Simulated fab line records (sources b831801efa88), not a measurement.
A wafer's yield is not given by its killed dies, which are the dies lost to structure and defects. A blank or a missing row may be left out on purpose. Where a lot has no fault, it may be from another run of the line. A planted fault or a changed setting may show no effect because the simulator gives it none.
fab line records	flow sky130
[record] lots = 6	wafers = 18	last_day = 50
route steps=708 shown METAL1@446 VIA1@458
lots that met no fault: taken from a fault-free run of the same line
start_h: the number of hours between the record's first day and the start of the first shown wafer of the lot	wait_h: hours elapsed since this lot's preceding step	" the same as in the row above	L1.1+2: a row that stands for several wafers	- either no value or no given start	* or withheld: withheld	< > ~ a bound
route shown NAME@n: NAME is a module with steps in the file, n the number in the route of the first one	usual: average and standard deviation across the fault-free wafers	same: alike in all rows	chamber/n: place in a boat	sites: readings site by site	_std_site: their standard deviation	_edge_site: outer sites' mean less inner sites'	radius_mm: how far each site lies from the wafer's centre	mask NAME#n: copy n	behind: the most recent tool/chamber to have shaped the wafer	hold: cause of the lot's hold/its duration in hours/its outcome	device: the n, p or np transistor that did not switch	end of line: tests of these same wafers at the route's end	a step given without rows: its recipe and nothing more	killed: count of dies lost to structure and defects at first sort (not the wafer's yield)	map: shows each die of a wafer: x if killed, . if not, _ if none is there
set.NAME: setting as actually run; set.NAME@STEP: the setting as run at that earlier step	model.NAME: the simulator's own value behind a step, which no gauge read
lots at selected steps of the route; one table per step, one row per wafer
services: a tool's chamber out of use, with start hour (start_h, from the record's first day; less than 0 if before it), hours out, and reason
[[steps]]
[step SKY_METAL1_EXPOSE_12]
[recipe] mask_id = MM1	na = 0.8	source_shape = annular	sigma_inner = 0.55	sigma_outer = 0.85	target_cd_nm = 140	dose_mj = 28
[step SKY_METAL1_PEB_13]
[recipe] peb_temp_c = withheld	peb_time_s = withheld	resist = KrF-thick
[step SKY_METAL1_DEVELOP_14]
[recipe] develop_time_s = 60	resist = KrF-thick	dev_temp_c = 21
[step SKY_METAL1_CD_MEAS_15]
[recipe] target_cd_nm = 140
[usual] cd_nm = 140.3/1.6
lot.wafer	tool	chamber	start_h	wait_h	cd_nm
L386.1	cd_sem-01	-	753.53	-	140.8
L386.4	"	-	"	"	140.3
L386.6	"	-	"	"	140.2
L392.1	cd_sem-01	-	820.33	-	139.1
L392.5	"	-	"	"	139.8
L392.6	"	-	"	"	139.7
L406.1	cd_sem-01	-	915.48	-	137.2
L406.2	"	-	"	"	136.3
L406.6	"	-	"	"	138.1
L407.2	cd_sem-01	-	922.10	-	140.2
L407.5	"	-	"	"	141.6
L407.6	"	-	"	"	140.2
L408.1	cd_sem-02	-	930.45	-	139.9
L408.5	"	-	"	"	140.4
L408.6	"	-	"	"	140.2
L409.1	cd_sem-01	-	932.58	-	140.6
L409.3	"	-	"	"	140.0
L409.4	"	-	"	"	140.5
[step SKY_METAL1_OVL_MEAS_16]
[usual] METAL1_OVL = -3/5.5
lot.wafer	tool	chamber	start_h	wait_h	METAL1_OVL[nm]
L386.1	overlay-01	-	753.65	0.1	4
L386.4	"	-	"	"	-8
L386.6	"	-	"	"	-1
L392.1	overlay-02	-	820.45	0.1	-7
L392.5	"	-	"	"	-11
L392.6	"	-	"	"	-8
L406.1	overlay-01	-	915.60	0.1	-11
L406.2	"	-	"	"	-6
L406.6	"	-	"	"	-9
L407.2	overlay-02	-	922.21	0.1	-1
L407.5	"	-	"	"	1
L407.6	"	-	"	"	-2
L408.1	overlay-01	-	930.57	0.1	-13
L408.5	"	-	"	"	-13
L408.6	"	-	"	"	-5
L409.1	overlay-01	-	932.70	0.1	-5
L409.3	"	-	"	"	0
L409.4	"	-	"	"	3
[step SKY_METAL1_DESCUM_17]
[recipe] chemistry = O2	source_power_w = 150	bias_power_w = 0	pressure_mtorr = 10	temp_c = 40	time_s = 8
[usual] drypump_motor_current_A = 5.9/0.32	oes_product_au = 1.003/0.011	rf_fwd_power_W = 146.9/0.64
lot.wafer	tool	chamber	start_h	wait_h	drypump_motor_current_A	oes_product_au	rf_fwd_power_W	rf_hours_counter_h
L386.1	rie_metal-02	0	753.68	0.0	5.6	1.015	146.5	1
L386.4	"	1	"	"	6.3	0.999	147.6	-
L386.6	"	1	"	"	6.3	0.987	147.3	-
L392.1	rie_metal-02	0	820.49	0.0	5.6	1.010	146.2	4
L392.5	"	0	"	"	5.6	1.002	146.8	-
L392.6	"	1	"	"	6.4	0.999	146.6	-
L406.1	rie_metal-01	0	915.63	0.0	5.9	1.005	146.0	12
L406.2	"	1	"	"	5.8	1.022	146.8	15
L406.6	"	0	"	"	5.9	1.012	145.8	-
L407.2	rie_metal-02	0	922.24	0.0	5.6	1.005	146.9	8
L407.5	"	0	"	"	5.6	1.012	146.0	-
L407.6	"	1	"	"	6.3	0.991	145.8	-
L408.1	rie_metal-02	1	930.60	0.0	6.4	0.980	147.0	5
L408.5	"	0	"	"	5.6	1.014	146.7	-
L408.6	"	1	"	"	6.3	0.981	146.2	-
L409.1	rie_metal-01	0	932.73	0.0	5.9	1.008	146.3	12
L409.3	"	1	"	"	5.8	1.011	147.7	-
L409.4	"	0	"	"	5.8	1.010	145.7	-
[step SKY_METAL1_ETCH_18]
[recipe] chemistry = N2/H2	target = BARC	ion_energy_ev = 200	bias_w = 100	pressure_mtorr = 30	n2_flow_sccm = 100	h2_flow_sccm = 200	icp_w = 500	stop_on = SiO2	time_s = 45.9	target_depth_a = 600
[usual] drypump_motor_current_A = 5.9/0.32	oes_product_au = 0.855/0.0046	rf_fwd_power_W = 494.9/1.8	throttle_valve_pct = 13.224/0.0092
lot.wafer	tool	chamber	start_h	wait_h	drypump_motor_current_A	oes_product_au	rf_fwd_power_W	rf_hours_counter_h	throttle_valve_pct
L386.1	rie_metal-02	0	753.71	0.0	5.7	0.849	495.8	1	13.227
L386.4	"	1	"	"	6.4	0.854	493.8	-	13.209
L386.6	"	1	"	"	6.4	0.860	493.5	-	13.216
L392.1	rie_metal-02	0	820.52	0.0	5.6	0.855	493.4	4	13.231
L392.5	"	0	"	"	5.6	0.858	494.1	-	13.230
L392.6	"	1	"	"	6.4	0.855	493.4	-	13.219
L406.1	rie_metal-01	0	915.66	0.0	5.9	0.854	494.0	12	13.223
L406.2	"	1	"	"	5.8	0.864	496.6	15	13.225
L406.6	"	0	"	"	5.9	0.862	493.9	-	13.217
L407.2	rie_metal-02	0	922.27	0.0	5.6	0.855	494.3	8	13.221
L407.5	"	0	"	"	5.7	0.856	493.2	-	13.234
L407.6	"	1	"	"	6.3	0.864	495.3	-	13.217
L408.1	rie_metal-02	1	930.63	0.0	6.3	0.864	495.3	5	13.222
L408.5	"	0	"	"	5.6	0.844	496.1	-	13.238
L408.6	"	1	"	"	6.4	0.862	495.7	-	13.239
L409.1	rie_metal-01	0	932.76	0.0	5.9	0.855	493.0	12	13.226
L409.3	"	1	"	"	5.8	0.854	494.3	-	13.225
L409.4	"	0	"	"	5.8	0.854	491.5	-	13.241
[step SKY_METAL1_METAL_ETCH_19]
[recipe] target_depth_a = 3600	stop_on = SiO2	over_etch_frac = 0.3	time_s = 78	chemistry = Cl2/BCl3	resist_sidewall_deg = 88	pressure_mtorr = 10	icp_w = 900	bias_w = 48.5	Cl2_flow_sccm = 60	bcl3_flow_sccm = 30
[usual] drypump_motor_current_A = 5.9/0.32	oes_product_au = 0.854/0.0056	rf_fwd_power_W = 893.5/2.7	throttle_valve_pct = 22.265/0.0092
lot.wafer	tool	chamber	start_h	wait_h	drypump_motor_current_A	oes_product_au	rf_fwd_power_W	rf_hours_counter_h	throttle_valve_pct
L386.1	rie_metal-02	0	753.78	0.0	5.6	0.860	893.2	1	22.273
L386.4	"	1	"	"	6.3	0.847	895.9	-	22.277
L386.6	"	1	"	"	6.4	0.855	890.0	-	22.274
L392.1	rie_metal-02	0	820.58	0.0	5.6	0.858	896.1	4	22.269
L392.5	"	0	"	"	5.7	0.852	893.9	-	22.285
L392.6	"	1	"	"	6.4	0.851	890.5	-	22.251
L406.1	rie_metal-01	0	915.73	0.0	5.9	0.844	891.3	12	22.271
L406.2	"	1	"	"	5.8	0.848	895.2	15	22.260
L406.6	"	0	"	"	5.8	0.848	893.8	-	22.277
L407.2	rie_metal-02	0	922.33	0.0	5.6	0.858	892.2	8	22.275
L407.5	"	0	"	"	5.6	0.840	894.1	-	22.270
L407.6	"	1	"	"	6.3	0.850	891.8	-	22.268
L408.1	rie_metal-02	1	930.70	0.0	6.3	0.846	892.5	5	22.275
L408.5	"	0	"	"	5.6	0.851	896.2	-	22.275
L408.6	"	1	"	"	6.3	0.854	891.4	-	22.265
L409.1	rie_metal-01	0	932.83	0.0	5.8	0.853	886.6	12	22.248
L409.3	"	1	"	"	5.8	0.860	893.6	-	22.261
L409.4	"	0	"	"	5.8	0.858	890.1	-	22.245
[step SKY_METAL1_STRIP_20]
[recipe] chemistry = O2/N2	power_w = 1400	pressure_mtorr = 1500	platen_temp_c = withheld	o2_flow_sccm = 3000	n2_flow_sccm = 300	overash_fraction = 0.5
[usual] drypump_motor_current_A = 5.5/0.6	oes_product_au = 0.342/0.0049	strip_time_to_endpoint_s = 2.69/0.05
lot.wafer	tool	chamber	start_h	wait_h	drypump_motor_current_A	oes_product_au	rf_hours_counter_h	strip_time_to_endpoint_s
L386.1	plasma_asher-04	1	753.87	0.1	6.2	0.350	67	2.68
L386.4	"	0	"	"	4.9	0.351	-	2.78
L386.6	"	1	"	"	6.2	0.349	-	2.76
L392.1	plasma_asher-01	0	820.67	0.1	5.2	0.337	95	2.67
L392.5	"	0	"	"	5.1	0.337	-	2.63
L392.6	"	1	"	"	6.3	0.354	-	2.75
L406.1	plasma_asher-04	0	915.82	0.1	4.9	0.339	84	2.64
L406.2	"	1	"	"	6.2	0.343	84	2.62
L406.6	"	1	"	"	6.2	0.335	-	2.68
L407.2	plasma_asher-01	0	922.42	0.1	5.2	0.336	105	2.58
L407.5	"	0	"	"	5.2	0.339	-	2.62
L407.6	"	1	"	"	6.3	0.344	-	2.73
L408.1	plasma_asher-03	0	930.79	0.1	4.8	0.348	49	2.75
L408.5	"	1	"	"	5.8	0.347	-	2.63
L408.6	"	0	"	"	4.8	0.347	-	2.76
L409.1	plasma_asher-03	0	932.92	0.1	4.8	0.345	49	2.63
L409.3	"	0	"	"	4.8	0.340	-	2.58
L409.4	"	1	"	"	5.8	0.346	-	2.62
[step SKY_METAL1_STRIP_21]
[recipe] chemistry = post_etch_residue_remover	time_s = 1200	temp_c = 72.5
[step SKY_METAL1_CLEAN_22]
[recipe] chemistry = IPA	time_s = 180	temp_c = 25
[step SKY_METAL1_CLEAN_23]
[recipe] chemistry = O3/DIW	dry = n2_spin
[step SKY_VIA1_HDPCVD_00]
[recipe] material = SiO2	target_thk_nm = 1030	sigma_open_frac = 0.3	time_s = 171.7	temp_c = 400	sih4_flow_sccm = 60	pressure_mtorr = 6
[usual] pressure_mtorr = 6.000/0.012	sih4_flow_sccm = 59.99/0.16
lot.wafer	tool	chamber	start_h	wait_h	pressure_mtorr	sih4_flow_sccm	model.SiO2_of_VIA1_HDPCVD_00.thk_nm
L386.1	hdpcvd-01	0	754.58	0.0	5.986	60.04	1052
L386.4	"	1	"	"	6.003	60.07	1043
L386.6	"	2	"	"	6.007	59.95	1049
L392.1	hdpcvd-02	0	821.27	0.0	6.009	60.13	1047
L392.5	"	2	"	"	6.001	60.06	1042
L392.6	"	1	"	"	5.996	60.03	1048
L406.1	hdpcvd-02	1	916.41	0.0	5.993	48.12	834.1
L406.2	"	2	"	"	6.001	47.92	840.1
L406.6	"	2	"	"	5.997	47.95	846
L407.2	hdpcvd-02	1	923.05	0.0	5.984	48.32	827.3
L407.5	"	2	"	"	5.999	48.11	841.5
L407.6	"	1	"	"	6.012	48.17	829.9
L408.1	hdpcvd-01	0	931.81	0.0	5.982	59.81	1031
L408.5	"	0	"	"	5.980	59.66	1049
L408.6	"	2	"	"	6.000	59.95	1050
L409.1	hdpcvd-01	1	933.57	0.0	6.017	59.97	1034
L409.3	"	2	"	"	5.986	60.30	1045
L409.4	"	2	"	"	5.983	59.98	1048
[step SKY_VIA1_THK_MEAS_01]
[recipe] reads = SiO2_of_VIA1_HDPCVD_00
[usual] VIA1_HDPCVD_THK = 1040/9.4
lot.wafer	tool	chamber	start_h	wait_h	VIA1_HDPCVD_THK[nm]
L386.1	film_metro-02	-	754.69	0.1	1051
L386.4	"	-	"	"	1043
L386.6	"	-	"	"	1048
L392.1	film_metro-02	-	821.38	0.1	1047
L392.5	"	-	"	"	1042
L392.6	"	-	"	"	1048
L406.1	film_metro-03	-	916.52	0.1	834
L406.2	"	-	"	"	839
L406.6	"	-	"	"	847
L407.2	film_metro-03	-	923.18	0.1	827
L407.5	"	-	"	"	842
L407.6	"	-	"	"	830
L408.1	film_metro-02	-	931.92	0.1	1031
L408.5	"	-	"	"	1049
L408.6	"	-	"	"	1050
L409.1	film_metro-01	-	933.68	0.1	1034
L409.3	"	-	"	"	1045
L409.4	"	-	"	"	1048
[step SKY_VIA1_CMP_02]
[recipe] material = SiO2	down_force_psi = 4	platen_rpm = 60	pad_velocity_m_s = 0.94248
[usual] motor_current_A = 12.8/1	slurry_filter_dp_kPa = 13.52/0.13
lot.wafer	tool	chamber	start_h	wait_h	motor_current_A	slurry_filter_dp_kPa
L386.1	cmp-02	2	754.82	0.1	12.7	13.55
L386.4	"	0	"	"	10.9	13.73
L386.6	"	2	"	"	13.4	13.51
L392.1	cmp-01	1	821.49	0.1	11.9	13.39
L392.6	"	0	"	"	12.0	13.39
L392.5	"	1	"	"	13.0	13.58
L406.2	cmp-02	3	916.58	0.0	12.7	13.34
L406.1	"	1	"	"	10.9	13.38
L406.6	"	0	"	"	11.4	13.78
L407.2	cmp-02	3	923.38	0.2	13.1	13.48
L407.6	"	0	"	"	11.1	13.58
L407.5	"	1	"	"	10.8	13.53
L408.1	cmp-02	0	932.03	0.1	11.1	13.46
L408.6	"	3	"	"	12.7	13.67
L408.5	"	0	"	"	11.1	13.52
L409.3	cmp-01	1	933.74	0.0	13.2	13.56
L409.1	"	2	"	"	13.5	13.59
L409.4	"	0	"	"	12.4	13.45
[[services]]
tool	chamber	start_h	hours	kind
rie_metal-01	-	730.36	0.8	repair
rie_metal-02	1	735.88	14.0	repair
cmp-02	-	744.19	4.0	pm
hdpcvd-02	-	766.24	3.1	repair
plasma_asher-01	-	768.38	1.8	repair
rie_metal-02	-	772.92	14.6	pm
hdpcvd-02	2	789.21	13.3	repair
rie_metal-02	1	798.68	-	clean
rie_metal-02	1	798.68	17.1	scheduled_down
rie_metal-02	1	798.68	17.1	vent_cycle
hdpcvd-01	2	821.97	16.0	repair
cmp-02	-	826.83	1.9	repair
rie_metal-01	0	830.12	11.0	repair
plasma_asher-01	-	833.81	2.8	pm
hdpcvd-01	0	843.79	5.3	repair
cmp-02	-	856.16	11.8	repair
plasma_asher-01	-	862.77	2.9	repair
hdpcvd-01	-	865.72	1.6	repair
cmp-02	-	867.97	5.5	pm
plasma_asher-01	-	891.88	2.3	repair
rie_metal-02	-	911.11	2.8	pm
cmp-01	-	912.15	4.0	pm
hdpcvd-01	0	920.10	9.0	repair
rie_metal-01	-	921.75	2.8	pm
[[key]]
[first_sign] step = SKY_VIA1_HDPCVD_00	reading = sih4_flow_sccm	direction = down	sigmas = 74	usual = 59.99	struck = 48.10
[effect] step = SKY_VIA1_THK_MEAS_01	reading = VIA1_HDPCVD_THK	direction = down	sigmas = 22	usual = 1040	struck = 837
[model_effect] step = SKY_VIA1_HDPCVD_00	value = SiO2_of_VIA1_HDPCVD_00.thk_nm	without = 1042	struck = 836.5
met_at SKY_VIA1_HDPCVD_00
struck_wafers L406.1,L406.2,L406.6,L407.2,L407.5,L407.6
onset_between 821.27 916.41
[fault] kind = process_parameter_drift	tool = hdpcvd-02	chamber = -	onset_h = 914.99	steps = SKY_VIA1_HDPCVD_00	channel = sih4_flow_sccm	offset = -12	shape = step	end_h = 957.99	acts_in = these_recipes_only	stated = 60
